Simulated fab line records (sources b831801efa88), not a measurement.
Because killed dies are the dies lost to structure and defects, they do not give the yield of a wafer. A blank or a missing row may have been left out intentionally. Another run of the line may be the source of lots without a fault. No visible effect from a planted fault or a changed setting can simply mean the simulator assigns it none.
Which tool is to blame? || flow gf180mcu || 30 wafers from 10 lots sampled at 7 of the route's 602 steps

== WHAT EACH GAUGE READ, for each wafer ==
GF_V3_RS_MEAS_24: measures by four-point-probe. Usual: V3_W_RS typically reads 0.326 ohm/sq, with standard deviation 0.0045.
{"lot": "L863", "measured": "day 22 13:41", "on": "filmMetro-03", "V3_W_RS (ohm/sq)": "0.323 0.327 0.320", "flag": ""}
{"lot": "L866", "measured": "day 23 13:27", "on": "filmMetro-03", "V3_W_RS (ohm/sq)": "0.326 0.323 0.328", "flag": ""}
{"lot": "L867", "measured": "day 24 02:25", "on": "filmMetro-03", "V3_W_RS (ohm/sq)": "0.327 0.333 0.333", "flag": ""}
{"lot": "L871", "measured": "day 25 08:44", "on": "filmMetro-02", "V3_W_RS (ohm/sq)": "0.329 0.323 0.332", "flag": ""}
{"lot": "L872", "measured": "day 25 20:10", "on": "filmMetro-02", "V3_W_RS (ohm/sq)": "0.335 0.339 0.328", "flag": ""}
{"lot": "L873", "measured": "day 26 01:09", "on": "filmMetro-01", "V3_W_RS (ohm/sq)": "0.317 0.328 0.321", "flag": ""}
{"lot": "L876", "measured": "day 27 00:55", "on": "filmMetro-02", "V3_W_RS (ohm/sq)": "0.321 0.331 0.332", "flag": ""}
{"lot": "L881", "measured": "day 28 16:14", "on": "filmMetro-03", "V3_W_RS (ohm/sq)": "0.194 0.195 0.194", "flag": "OFF"}
{"lot": "L883", "measured": "day 29 00:16", "on": "filmMetro-01", "V3_W_RS (ohm/sq)": "0.195 0.195 0.195", "flag": "OFF"}
{"lot": "L885", "measured": "day 29 10:13", "on": "filmMetro-03", "V3_W_RS (ohm/sq)": "0.326 0.323 0.324", "flag": ""}

GF_V3_THK_MEAS_25: measures by xrf. Usual: V3_W_THK typically reads 350 nm, with standard deviation 6.3.
{"lot": "L863", "measured": "day 22 13:48", "on": "filmMetro-03", "V3_W_THK (nm)": "356 350 358", "flag": ""}
{"lot": "L866", "measured": "day 23 13:34", "on": "filmMetro-03", "V3_W_THK (nm)": "356 358 356", "flag": ""}
{"lot": "L867", "measured": "day 24 02:31", "on": "filmMetro-03", "V3_W_THK (nm)": "356 348 350", "flag": ""}
{"lot": "L871", "measured": "day 25 08:51", "on": "filmMetro-02", "V3_W_THK (nm)": "345 350 340", "flag": ""}
{"lot": "L872", "measured": "day 25 20:17", "on": "filmMetro-02", "V3_W_THK (nm)": "338 333 343", "flag": ""}
{"lot": "L873", "measured": "day 26 01:16", "on": "filmMetro-01", "V3_W_THK (nm)": "353 340 349", "flag": ""}
{"lot": "L876", "measured": "day 27 01:02", "on": "filmMetro-02", "V3_W_THK (nm)": "350 340 341", "flag": ""}
{"lot": "L881", "measured": "day 28 16:22", "on": "filmMetro-03", "V3_W_THK (nm)": "- - -", "flag": "OFF"}
{"lot": "L883", "measured": "day 29 00:23", "on": "filmMetro-01", "V3_W_THK (nm)": "- - -", "flag": "OFF"}
{"lot": "L885", "measured": "day 29 10:20", "on": "filmMetro-03", "V3_W_THK (nm)": "353 356 355", "flag": ""}

GF_M4_RS_MEAS_05: measures by four-point-probe. Usual: M4_ALCU_RS typically reads 0.0689 ohm/sq, with standard deviation 0.0006.
{"lot": "L863", "measured": "day 22 14:25", "on": "filmMetro-04", "M4_ALCU_RS (ohm/sq)": "0.0694 0.0700 0.0695", "flag": ""}
{"lot": "L866", "measured": "day 23 14:09", "on": "filmMetro-03", "M4_ALCU_RS (ohm/sq)": "0.0686 0.0684 0.0691", "flag": ""}
{"lot": "L867", "measured": "day 24 03:07", "on": "filmMetro-02", "M4_ALCU_RS (ohm/sq)": "0.0683 0.0687 0.0683", "flag": ""}
{"lot": "L871", "measured": "day 25 09:27", "on": "filmMetro-02", "M4_ALCU_RS (ohm/sq)": "0.0697 0.0693 0.0696", "flag": ""}
{"lot": "L872", "measured": "day 25 20:58", "on": "filmMetro-03", "M4_ALCU_RS (ohm/sq)": "0.0696 0.0701 0.0696", "flag": ""}
{"lot": "L873", "measured": "day 26 01:51", "on": "filmMetro-03", "M4_ALCU_RS (ohm/sq)": "0.0703 0.0695 0.0691", "flag": ""}
{"lot": "L876", "measured": "day 27 01:37", "on": "filmMetro-04", "M4_ALCU_RS (ohm/sq)": "0.0685 0.0697 0.0689", "flag": ""}
{"lot": "L881", "measured": "day 28 17:03", "on": "filmMetro-02", "M4_ALCU_RS (ohm/sq)": "0.0698 0.0687 0.0688", "flag": ""}
{"lot": "L883", "measured": "day 29 00:59", "on": "filmMetro-03", "M4_ALCU_RS (ohm/sq)": "0.0692 0.0682 0.0689", "flag": ""}
{"lot": "L885", "measured": "day 29 10:58", "on": "filmMetro-02", "M4_ALCU_RS (ohm/sq)": "0.0695 0.0695 0.0686", "flag": ""}

== TOOL THAT RAN EACH LOT (tool first, then ch and the chambers of the sampled wafers, then the start) ==
{"lot": "L863", "GF_M3_METAL_ETCH_16": "rieMetal-02 ch 0, day 21 11:44", "GF_V3_CMP_04": "cmp-01 ch 0,1,3, day 21 12:43", "GF_V3_CVD_23": "cvdW-01 ch 0,1, day 22 13:34", "GF_V3_CMP_26": "cmp-01 ch 1,2,3, day 22 13:51"}
{"lot": "L866", "GF_M3_METAL_ETCH_16": "rieMetal-01 ch 1, day 22 12:17", "GF_V3_CMP_04": "cmp-02 ch 0,3, day 22 13:13", "GF_V3_CVD_23": "cvdW-02 ch 0,1, day 23 13:19", "GF_V3_CMP_26": "cmp-01 ch 1,3, day 23 13:40"}
{"lot": "L867", "GF_M3_METAL_ETCH_16": "rieMetal-01 ch 0,1, day 23 01:10", "GF_V3_CMP_04": "cmp-02 ch 0,2,3, day 23 02:13", "GF_V3_CVD_23": "cvdW-01 ch 0,1, day 24 02:17", "GF_V3_CMP_26": "cmp-01 ch 0,2,3, day 24 02:36"}
{"lot": "L871", "GF_M3_METAL_ETCH_16": "rieMetal-02 ch 0,1, day 24 09:14", "GF_V3_CMP_04": "cmp-01 ch 0,1,2, day 24 10:08", "GF_V3_CVD_23": "cvdW-01 ch 0,1, day 25 08:37", "GF_V3_CMP_26": "cmp-02 ch 0,1, day 25 08:55"}
{"lot": "L872", "GF_M3_METAL_ETCH_16": "rieMetal-03 ch 0,1, day 24 19:19", "GF_V3_CMP_04": "cmp-02 ch 0,2,3, day 24 21:01", "GF_V3_CVD_23": "cvdW-01 ch 0,1, day 25 20:02", "GF_V3_CMP_26": "cmp-01 ch 0,3, day 25 20:28"}
{"lot": "L873", "GF_M3_METAL_ETCH_16": "rieMetal-03 ch 1, day 25 02:10", "GF_V3_CMP_04": "cmp-01 ch 1,2,3, day 25 03:17", "GF_V3_CVD_23": "cvdW-01 ch 0,1, day 26 01:01", "GF_V3_CMP_26": "cmp-01 ch 0,1,3, day 26 01:28"}
{"lot": "L876", "GF_M3_METAL_ETCH_16": "rieMetal-02 ch 1, day 26 01:46", "GF_V3_CMP_04": "cmp-02 ch 0,1,3, day 26 02:47", "GF_V3_CVD_23": "cvdW-02 ch 0,1, day 27 00:49", "GF_V3_CMP_26": "cmp-01 ch 1,2, day 27 01:06"}
{"lot": "L881", "GF_M3_METAL_ETCH_16": "rieMetal-01 ch 0,1, day 27 17:52", "GF_V3_CMP_04": "cmp-01 ch 1,3, day 27 18:51", "GF_V3_CVD_23": "cvdW-01 ch 1, day 28 16:08", "GF_V3_CMP_26": "cmp-02 ch 0,1,3, day 28 16:32"}
{"lot": "L883", "GF_M3_METAL_ETCH_16": "rieMetal-03 ch 0,1, day 28 02:02", "GF_V3_CMP_04": "cmp-01 ch 2,3, day 28 02:56", "GF_V3_CVD_23": "cvdW-01 ch 0,1, day 29 00:09", "GF_V3_CMP_26": "cmp-02 ch 0,1,3, day 29 00:31"}
{"lot": "L885", "GF_M3_METAL_ETCH_16": "rieMetal-02 ch 1, day 28 12:05", "GF_V3_CMP_04": "cmp-02 ch 0,1,2, day 28 13:10", "GF_V3_CVD_23": "cvdW-02 ch 1, day 29 10:06", "GF_V3_CMP_26": "cmp-02 ch 1,2, day 29 10:27"}
- GF_M3_METAL_ETCH_16: etches the open film in Cl2/BCl3, stops on SiO2, target depth 627.5 nm, time 104.6 s.
- GF_V3_CMP_04: polishes SiO2.
- GF_V3_CVD_23: deposits W, target thk 350 nm, time 104.9 s.
- GF_V3_CMP_26: polishes, stops on SiO2, t overpolish 15 s, target thk 0 nm.

== AS READ BY THE TOOLS THEMSELVES (means over the sampled wafers that have a number; for cases with no such wafer, the mark the record gives instead) ==
GF_M3_METAL_ETCH_16. Usual: drypumpMotorCurrentA 5.9 A, standard deviation 0.38; mfcCl2Sccm 80.04 sccm, standard deviation 0.21; oesProductAu 0.973 a.u., standard deviation 0.0075; throttleValvePct 28.250 %, standard deviation 0.012.
{"lot": "L863", "tool": "rieMetal-02", "drypumpMotorCurrentA (A)": 5.2, "mfcCl2Sccm (sccm)": 80.13, "oesProductAu (a.u.)": 0.964, "throttleValvePct (%)": 28.268, "flag": ""}
{"lot": "L866", "tool": "rieMetal-01", "drypumpMotorCurrentA (A)": 6.2, "mfcCl2Sccm (sccm)": 79.76, "oesProductAu (a.u.)": 0.966, "throttleValvePct (%)": 28.250, "flag": ""}
{"lot": "L867", "tool": "rieMetal-01", "drypumpMotorCurrentA (A)": 6.0, "mfcCl2Sccm (sccm)": 80.39, "oesProductAu (a.u.)": 0.974, "throttleValvePct (%)": 28.261, "flag": ""}
{"lot": "L871", "tool": "rieMetal-02", "drypumpMotorCurrentA (A)": 5.4, "mfcCl2Sccm (sccm)": 80.06, "oesProductAu (a.u.)": 0.981, "throttleValvePct (%)": 28.236, "flag": ""}
{"lot": "L872", "tool": "rieMetal-03", "drypumpMotorCurrentA (A)": 6.3, "mfcCl2Sccm (sccm)": 79.83, "oesProductAu (a.u.)": 0.970, "throttleValvePct (%)": 28.252, "flag": ""}
{"lot": "L873", "tool": "rieMetal-03", "drypumpMotorCurrentA (A)": 6.1, "mfcCl2Sccm (sccm)": 80.22, "oesProductAu (a.u.)": 0.975, "throttleValvePct (%)": 28.254, "flag": ""}
{"lot": "L876", "tool": "rieMetal-02", "drypumpMotorCurrentA (A)": 5.4, "mfcCl2Sccm (sccm)": 79.97, "oesProductAu (a.u.)": 0.964, "throttleValvePct (%)": 28.263, "flag": ""}
{"lot": "L881", "tool": "rieMetal-01", "drypumpMotorCurrentA (A)": 6.1, "mfcCl2Sccm (sccm)": 80.10, "oesProductAu (a.u.)": 0.978, "throttleValvePct (%)": 28.252, "flag": ""}
{"lot": "L883", "tool": "rieMetal-03", "drypumpMotorCurrentA (A)": 6.3, "mfcCl2Sccm (sccm)": 80.05, "oesProductAu (a.u.)": 0.969, "throttleValvePct (%)": 28.251, "flag": ""}
{"lot": "L885", "tool": "rieMetal-02", "drypumpMotorCurrentA (A)": 5.4, "mfcCl2Sccm (sccm)": 80.14, "oesProductAu (a.u.)": 0.977, "throttleValvePct (%)": 28.249, "flag": ""}

GF_V3_CMP_04. Usual: motorCurrentA 11.8 A, standard deviation 1.3; timeToEndpointS 84 s, standard deviation 5.6.
{"lot": "L863", "tool": "cmp-01", "motorCurrentA (A)": 12.7, "timeToEndpointS (s)": 79, "flag": ""}
{"lot": "L866", "tool": "cmp-02", "motorCurrentA (A)": 11.7, "timeToEndpointS (s)": 84, "flag": ""}
{"lot": "L867", "tool": "cmp-02", "motorCurrentA (A)": 11.8, "timeToEndpointS (s)": 89, "flag": ""}
{"lot": "L871", "tool": "cmp-01", "motorCurrentA (A)": 12.6, "timeToEndpointS (s)": 88, "flag": ""}
{"lot": "L872", "tool": "cmp-02", "motorCurrentA (A)": 11.9, "timeToEndpointS (s)": 86, "flag": ""}
{"lot": "L873", "tool": "cmp-01", "motorCurrentA (A)": 12.5, "timeToEndpointS (s)": 75, "flag": ""}
{"lot": "L876", "tool": "cmp-02", "motorCurrentA (A)": 11.2, "timeToEndpointS (s)": 89, "flag": ""}
{"lot": "L881", "tool": "cmp-01", "motorCurrentA (A)": 13.5, "timeToEndpointS (s)": 86, "flag": ""}
{"lot": "L883", "tool": "cmp-01", "motorCurrentA (A)": 11.6, "timeToEndpointS (s)": 84, "flag": ""}
{"lot": "L885", "tool": "cmp-02", "motorCurrentA (A)": 11.0, "timeToEndpointS (s)": 86, "flag": ""}

GF_V3_CVD_23. Usual: heaterPowerOuterW 568 W, standard deviation 110; heaterPowerW 908 W, standard deviation 160; susceptorTempC 400.01 C, standard deviation 0.21.
{"lot": "L863", "tool": "cvdW-01", "heaterPowerOuterW (W)": 678, "heaterPowerW (W)": 1067, "susceptorTempC (C)": 400.16, "flag": ""}
{"lot": "L866", "tool": "cvdW-02", "heaterPowerOuterW (W)": 445, "heaterPowerW (W)": 726, "susceptorTempC (C)": 399.77, "flag": ""}
{"lot": "L867", "tool": "cvdW-01", "heaterPowerOuterW (W)": 642, "heaterPowerW (W)": 1013, "susceptorTempC (C)": 400.16, "flag": ""}
{"lot": "L871", "tool": "cvdW-01", "heaterPowerOuterW (W)": 644, "heaterPowerW (W)": 1013, "susceptorTempC (C)": 399.92, "flag": ""}
{"lot": "L872", "tool": "cvdW-01", "heaterPowerOuterW (W)": 639, "heaterPowerW (W)": 1003, "susceptorTempC (C)": 400.07, "flag": ""}
{"lot": "L873", "tool": "cvdW-01", "heaterPowerOuterW (W)": 682, "heaterPowerW (W)": 1074, "susceptorTempC (C)": 400.20, "flag": ""}
{"lot": "L876", "tool": "cvdW-02", "heaterPowerOuterW (W)": 441, "heaterPowerW (W)": 743, "susceptorTempC (C)": 400.05, "flag": ""}
{"lot": "L881", "tool": "cvdW-01", "heaterPowerOuterW (W)": 964, "heaterPowerW (W)": 1483, "susceptorTempC (C)": 446.68, "flag": "OFF"}
{"lot": "L883", "tool": "cvdW-01", "heaterPowerOuterW (W)": 937, "heaterPowerW (W)": 1400, "susceptorTempC (C)": 446.57, "flag": "OFF"}
{"lot": "L885", "tool": "cvdW-02", "heaterPowerOuterW (W)": 495, "heaterPowerW (W)": 783, "susceptorTempC (C)": 399.74, "flag": ""}

GF_V3_CMP_26. Usual: motorCurrentA 10.8 A, standard deviation 1.1; timeToEndpointS 85 s, standard deviation 3.3.
{"lot": "L863", "tool": "cmp-01", "motorCurrentA (A)": 11.2, "timeToEndpointS (s)": 84, "flag": ""}
{"lot": "L866", "tool": "cmp-01", "motorCurrentA (A)": 12.3, "timeToEndpointS (s)": 87, "flag": ""}
{"lot": "L867", "tool": "cmp-01", "motorCurrentA (A)": 10.6, "timeToEndpointS (s)": 81, "flag": ""}
{"lot": "L871", "tool": "cmp-02", "motorCurrentA (A)": 10.0, "timeToEndpointS (s)": 84, "flag": ""}
{"lot": "L872", "tool": "cmp-01", "motorCurrentA (A)": 11.0, "timeToEndpointS (s)": 81, "flag": ""}
{"lot": "L873", "tool": "cmp-01", "motorCurrentA (A)": 11.6, "timeToEndpointS (s)": 87, "flag": ""}
{"lot": "L876", "tool": "cmp-01", "motorCurrentA (A)": 10.8, "timeToEndpointS (s)": 89, "flag": ""}
{"lot": "L881", "tool": "cmp-02", "motorCurrentA (A)": 10.2, "timeToEndpointS (s)": 139, "flag": "OFF"}
{"lot": "L883", "tool": "cmp-02", "motorCurrentA (A)": 10.4, "timeToEndpointS (s)": 144, "flag": "OFF"}
{"lot": "L885", "tool": "cmp-02", "motorCurrentA (A)": 9.9, "timeToEndpointS (s)": 87, "flag": ""}

== THE ANSWER, worked out from the rows above alone ==
Rule: lot off if the mean of its wafers having a number is beyond 3 standard deviations from the usual mean. A lot without any number at a reading at which 4 lots or more have one is off too. All remaining lots with rows at the step are treated as sound. After the gauges, taken in route order, come the tools' own readings; for these a lot's mean is taken, as printed above. The first step at which some lot is off is used, and at that step the reading that is off furthest; a lot without a number counts as furthest.
Off: L881, L883, seen at GF_V3_RS_MEAS_24 (V3_W_RS).
If a tool, at a process step before that reading, ran all the lots that are off and no sound lot after the first of them, it fits. The gauges at GF_V3_RS_MEAS_24 aren't tried: what is off there is off at GF_V3_CVD_23 too, on other tools, and a gauge's error can't cause that. This does not decide it: 2 tools fit, namely cmp-01 at GF_V3_CMP_04 and cvdW-01 at GF_V3_CVD_23.

== WHAT HAD BEEN PUT IN BY THE SIMULATOR ==
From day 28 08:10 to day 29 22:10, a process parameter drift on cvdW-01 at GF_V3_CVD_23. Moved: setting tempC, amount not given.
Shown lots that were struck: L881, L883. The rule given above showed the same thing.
